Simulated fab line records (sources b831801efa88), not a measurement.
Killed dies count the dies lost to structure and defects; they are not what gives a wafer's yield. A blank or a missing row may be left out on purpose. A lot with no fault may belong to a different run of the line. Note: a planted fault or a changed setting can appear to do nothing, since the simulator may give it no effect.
Which tool is to blame? ; flow sky130 ; 33 wafers from 11 lots sampled at 4 of the route's 708 steps

## WHAT THE GAUGES SHOWED, per wafer
SKY_CAPM_THK_MEAS_01.
lot;measured;on;CAPM_CVD_00_THK (nm)
L244;day 36 12:59;film-metro-03;15.50 15.73 16.00
L246;day 37 08:19;film-metro-03;15.50 15.72 15.70
L247;day 37 17:03;film-metro-01;15.51 15.10 15.50
L248;day 38 06:38;film-metro-03;15.43 15.57 15.57
L250;day 38 21:26;film-metro-03;15.40 15.36 15.72
L251;day 39 02:05;film-metro-01;15.51 15.40 15.84
L252;day 39 07:50;film-metro-03;15.41 15.30 15.47
L262;day 42 05:38;film-metro-01;15.38 14.74 15.84 15.41 14.78 15.78
L263;day 42 09:49;film-metro-02;15.57 15.38 15.27 15.56 15.42 15.28
L264;day 42 18:15;film-metro-03;15.38 15.41 15.65
L265;day 43 01:51;film-metro-03;15.78 15.55 15.24

## TOOL THAT RAN EACH LOT (tool first, then ch and the chambers of the sampled wafers, then the start)
lot;SKY_METAL2_SPUTTER_04;SKY_VIA2_ETCH_14;SKY_CAPM_CVD_00
L244;pvd-sputter-02, day 34 06:03;rie-diel-03 ch 1,3, day 36 11:26;pecvd-03 ch 0,1,2, day 36 12:58
L246;pvd-sputter-04, day 35 00:52;rie-diel-02 ch 0,1,2, day 37 06:35;pecvd-02 ch 0,1, day 37 08:18
L247;pvd-sputter-02, day 35 09:52;rie-diel-02 ch 1,2, day 37 15:30;pecvd-04 ch 0,2, day 37 17:01
L248;pvd-sputter-04, day 35 23:52;rie-diel-02 ch 0,2,3, day 38 05:05;pecvd-03 ch 1,2, day 38 06:37
L250;pvd-sputter-04, day 36 14:28;rie-diel-03 ch 1,3, day 38 19:53;pecvd-02 ch 0,1, day 38 21:24
L251;pvd-sputter-02, day 36 19:05;rie-diel-03 ch 2,3, day 39 00:33;pecvd-03 ch 0,2, day 39 02:04
L252;pvd-sputter-04, day 37 01:46;rie-diel-02 ch 1,2,3, day 39 06:17;pecvd-04 ch 0,1,2, day 39 07:48
L262;pvd-sputter-02, day 40 01:22;rie-diel-02 ch 0,1, day 42 03:40;pecvd-03 ch 1,2, day 42 05:37
L263;pvd-sputter-04, day 40 06:10;rie-diel-02 ch 1,3, day 42 08:16;pecvd-03 ch 0,1,2, day 42 09:47
L264;pvd-sputter-04, day 40 15:07;rie-diel-02 ch 0,2, day 42 15:55;pecvd-04 ch 0,2, day 42 18:14
L265;pvd-sputter-01, day 40 23:29;rie-diel-04 ch 1,2,3, day 43 00:19;pecvd-02 ch 0,1,2, day 43 01:50
- SKY_METAL2_SPUTTER_04: material TiN, target thk 70 nm, time 58.3 s.
- SKY_VIA2_ETCH_14: etches BARC in N2/H2, stops on SiO2, time 45.9 s, target depth 60 nm.
- SKY_CAPM_CVD_00: deposits SiO2, target thk 15.5 nm.

## WHAT THE TOOLS THEMSELVES READ (means of the sampled wafers that have a number; where no wafer has one, the mark that the record gives instead)
SKY_METAL2_SPUTTER_04.
lot;tool;throttle-valve-pct (%)
L244;pvd-sputter-02;29.8
L246;pvd-sputter-04;30.3
L247;pvd-sputter-02;30.0
L248;pvd-sputter-04;31.2
L250;pvd-sputter-04;31.1
L251;pvd-sputter-02;29.9
L252;pvd-sputter-04;31.1
L262;pvd-sputter-02;30.0
L263;pvd-sputter-04;32.2
L264;pvd-sputter-04;30.8
L265;pvd-sputter-01;30.1

SKY_VIA2_ETCH_14.
lot;tool;drypump-motor-current-A (A);oes-product-au (a.u.);throttle-valve-pct (%)
L244;rie-diel-03;5.6;0.853;13.223
L246;rie-diel-02;5.9;0.858;13.227
L247;rie-diel-02;5.6;0.850;13.226
L248;rie-diel-02;5.9;0.859;13.229
L250;rie-diel-03;5.7;0.852;13.220
L251;rie-diel-03;5.6;0.852;13.227
L252;rie-diel-02;5.7;0.853;13.232
L262;rie-diel-02;5.6;0.859;13.218
L263;rie-diel-02;5.5;0.859;13.233
L264;rie-diel-02;6.1;0.856;13.228
L265;rie-diel-04;6.2;0.857;13.214

SKY_CAPM_CVD_00.
lot;tool;heater-power-outer-w (W);heater-power-w (W);rf-fwd-power-W (W)
L244;pecvd-03;400;679;442.2
L246;pecvd-02;456;770;442.7
L247;pecvd-04;519;835;441.7
L248;pecvd-03;399;654;445.0
L250;pecvd-02;345;620;443.6
L251;pecvd-03;398;686;441.8
L252;pecvd-04;446;741;442.1
L262;pecvd-03;426;699;420.9
L263;pecvd-03;416;683;420.0
L264;pecvd-04;522;844;440.1
L265;pecvd-02;386;653;443.3

## THE ANSWER, worked out from the rows above alone
Rule: the lots themselves supply what counts as usual. Put in order of their means at a reading, lots are off if they are a third of the lots or fewer, leave a main group of 4 or more, and stand apart from it by a gap of 3 or more times the standard deviation of the main group's means; of several such gaps the widest counts. Not used: any main group whose means are identical at the precision the tables above print for the reading. Also off: a lot with no number at a reading for which 4 or more lots have one. All remaining lots with rows at the step are treated as sound. After the gauges, taken in route order, come the tools' own readings; for these a lot's mean is taken, as printed above. The first step at which some lot is off is used, and at that step the reading that is off furthest; a lot without a number counts as furthest.
Off, at SKY_CAPM_CVD_00 on rf-fwd-power-W: L262, L263. The main group has a mean of 442.5 W with a standard deviation of 1.3.
If a tool, at that step or one of the process steps before it, ran each lot that is off and ran no sound lot following the first of them, it fits. One candidate fits, namely pecvd-03 at SKY_CAPM_CVD_00. A fault onset in the window from L251 (day 39 02:04, its last sound lot) to L262 (day 42 05:37, its first lot off) fits.
The tool's own readings at SKY_CAPM_CVD_00 bear it out: on the lots that are off they differ by more than 5 times the standard deviation of the sound lots' means. rf-fwd-power-W reads 420.4 W there against 442.5 W on the sound lots.

## WHAT THE SIMULATOR PUT IN
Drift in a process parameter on pecvd-03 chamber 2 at SKY_CAPM_CVD_00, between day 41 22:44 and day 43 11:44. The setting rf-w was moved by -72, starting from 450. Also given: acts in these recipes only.
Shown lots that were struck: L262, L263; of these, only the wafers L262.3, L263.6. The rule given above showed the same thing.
